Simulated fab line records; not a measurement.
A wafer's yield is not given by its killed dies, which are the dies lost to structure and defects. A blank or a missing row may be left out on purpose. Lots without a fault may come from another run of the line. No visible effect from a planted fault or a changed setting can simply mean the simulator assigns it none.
Which of the tools did it? || flow gf180mcu || 10 lots, 30 wafers sampled, at 5 steps of a route of 602

WHAT THE GAUGES READ, wafer by wafer
GF_V3_RS_MEAS_24: a four-point-probe measurement.
{"lot": "L980", "measured": "day 22 02:36", "on": "film_metro-02", "V3_W_RS (ohm/sq)": "0.323 0.331 0.326"}
{"lot": "L981", "measured": "day 22 13:02", "on": "film_metro-04", "V3_W_RS (ohm/sq)": "0.336 0.335 0.334"}
{"lot": "L983", "measured": "day 23 19:14", "on": "film_metro-01", "V3_W_RS (ohm/sq)": "0.332 0.333 0.334"}
{"lot": "L989", "measured": "day 25 13:29", "on": "film_metro-01", "V3_W_RS (ohm/sq)": "0.332 0.333 0.333"}
{"lot": "L990", "measured": "day 25 20:39", "on": "film_metro-04", "V3_W_RS (ohm/sq)": "0.335 0.331 0.331"}
{"lot": "L992", "measured": "day 26 16:28", "on": "film_metro-02", "V3_W_RS (ohm/sq)": "0.286 0.286 0.287 0.285 0.286 0.286"}
{"lot": "L993", "measured": "day 27 00:01", "on": "film_metro-01", "V3_W_RS (ohm/sq)": "0.280 0.289 0.285 0.280 0.289 0.285"}
{"lot": "L994", "measured": "day 27 01:35", "on": "film_metro-01", "V3_W_RS (ohm/sq)": "0.331 0.325 0.333"}
{"lot": "L101", "measured": "day 29 07:22", "on": "film_metro-01", "V3_W_RS (ohm/sq)": "0.334 0.328 0.336"}
{"lot": "L103", "measured": "day 29 14:06", "on": "film_metro-02", "V3_W_RS (ohm/sq)": "0.320 0.327 0.324"}

WHAT TOOL EACH LOT RAN ON (gives the tool, then ch and the chambers of the sampled wafers, and finally the start)
{"lot": "L980", "GF_M3_SPUTTER_03": "pvd_sputter-03, day 20 00:09", "GF_V3_SPUTTER_21": "pvd_sputter-04, day 22 02:22", "GF_V3_SPUTTER_22": "pvd_sputter-04, day 22 02:25", "GF_V3_CVD_23": "cvd_w-01 ch 0,1, day 22 02:28"}
{"lot": "L981", "GF_M3_SPUTTER_03": "pvd_sputter-04, day 20 10:28", "GF_V3_SPUTTER_21": "pvd_sputter-04, day 22 12:50", "GF_V3_SPUTTER_22": "pvd_sputter-04, day 22 12:53", "GF_V3_CVD_23": "cvd_w-02 ch 0,1, day 22 12:56"}
{"lot": "L983", "GF_M3_SPUTTER_03": "pvd_sputter-04, day 21 18:14", "GF_V3_SPUTTER_21": "pvd_sputter-02, day 23 19:02", "GF_V3_SPUTTER_22": "pvd_sputter-02, day 23 19:05", "GF_V3_CVD_23": "cvd_w-02 ch 0,1, day 23 19:08"}
{"lot": "L989", "GF_M3_SPUTTER_03": "pvd_sputter-01, day 23 16:01", "GF_V3_SPUTTER_21": "pvd_sputter-04, day 25 13:17", "GF_V3_SPUTTER_22": "pvd_sputter-04, day 25 13:20", "GF_V3_CVD_23": "cvd_w-02 ch 0,1, day 25 13:23"}
{"lot": "L990", "GF_M3_SPUTTER_03": "pvd_sputter-01, day 23 22:14", "GF_V3_SPUTTER_21": "pvd_sputter-04, day 25 20:26", "GF_V3_SPUTTER_22": "pvd_sputter-04, day 25 20:29", "GF_V3_CVD_23": "cvd_w-02 ch 1, day 25 20:32"}
{"lot": "L992", "GF_M3_SPUTTER_03": "pvd_sputter-01, day 24 19:31", "GF_V3_SPUTTER_21": "pvd_sputter-02, day 26 16:16", "GF_V3_SPUTTER_22": "pvd_sputter-02, day 26 16:19", "GF_V3_CVD_23": "cvd_w-02 ch 0,1, day 26 16:22"}
{"lot": "L993", "GF_M3_SPUTTER_03": "pvd_sputter-01, day 25 02:11", "GF_V3_SPUTTER_21": "pvd_sputter-02, day 26 23:45", "GF_V3_SPUTTER_22": "pvd_sputter-02, day 26 23:49", "GF_V3_CVD_23": "cvd_w-02 ch 0,1, day 26 23:54"}
{"lot": "L994", "GF_M3_SPUTTER_03": "pvd_sputter-01, day 25 07:01", "GF_V3_SPUTTER_21": "pvd_sputter-02, day 27 01:22", "GF_V3_SPUTTER_22": "pvd_sputter-02, day 27 01:26", "GF_V3_CVD_23": "cvd_w-01 ch 0,1, day 27 01:28"}
{"lot": "L101", "GF_M3_SPUTTER_03": "pvd_sputter-01, day 27 14:38", "GF_V3_SPUTTER_21": "pvd_sputter-04, day 29 07:09", "GF_V3_SPUTTER_22": "pvd_sputter-04, day 29 07:13", "GF_V3_CVD_23": "cvd_w-01 ch 0,1, day 29 07:15"}
{"lot": "L103", "GF_M3_SPUTTER_03": "pvd_sputter-03, day 27 22:10", "GF_V3_SPUTTER_21": "pvd_sputter-04, day 29 13:52", "GF_V3_SPUTTER_22": "pvd_sputter-04, day 29 13:56", "GF_V3_CVD_23": "cvd_w-01 ch 0,1, day 29 13:58"}
- GF_M3_SPUTTER_03: material Ti, target thk 10 nm, time 6.7 s.
- GF_V3_SPUTTER_21: material Ti, target thk 15 nm, time 80.02 s.
- GF_V3_SPUTTER_22: material TiN, target thk 10 nm, time 40 s.
- GF_V3_CVD_23: deposits W, target thk 350 nm, time 104.9 s.

THE ANSWER, worked out from the rows above alone
Rule: what is usual is taken from the lots themselves. The widest of any qualifying gaps counts: lots, ordered by their means at a reading, are off when they make up no more than a third of the lots, leave a main group of 4 or more, and stand apart from it by 3 or more times the standard deviation of that group's means. A main group whose means are all the same, to the digits that the tables above print for the reading, isn't used. A lot without any number at a reading at which 4 lots or more have one is off too. Any other lot the step has rows for is counted as sound.
Off: L992, L993, at GF_V3_RS_MEAS_24 (V3_W_RS). The main group has a mean of 0.331 ohm/sq with a standard deviation of 0.0036.
A tool fits if, at a process step before that reading, it ran every lot that is off, and no sound lot after the first of them. The gauges at GF_V3_RS_MEAS_24 are tried like those tools. One candidate fits, namely cvd_w-02 at GF_V3_CVD_23. Its last sound lot is L990 (day 25 20:32), its first lot that is off L992 (day 26 16:22): a fault that began between those two fits.

WHAT WAS PUT IN BY THE SIMULATOR
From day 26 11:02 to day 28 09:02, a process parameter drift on cvd_w-02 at GF_V3_CVD_23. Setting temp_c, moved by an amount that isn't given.
Shown lots that were struck: L992, L993. The rule given above showed the same thing.
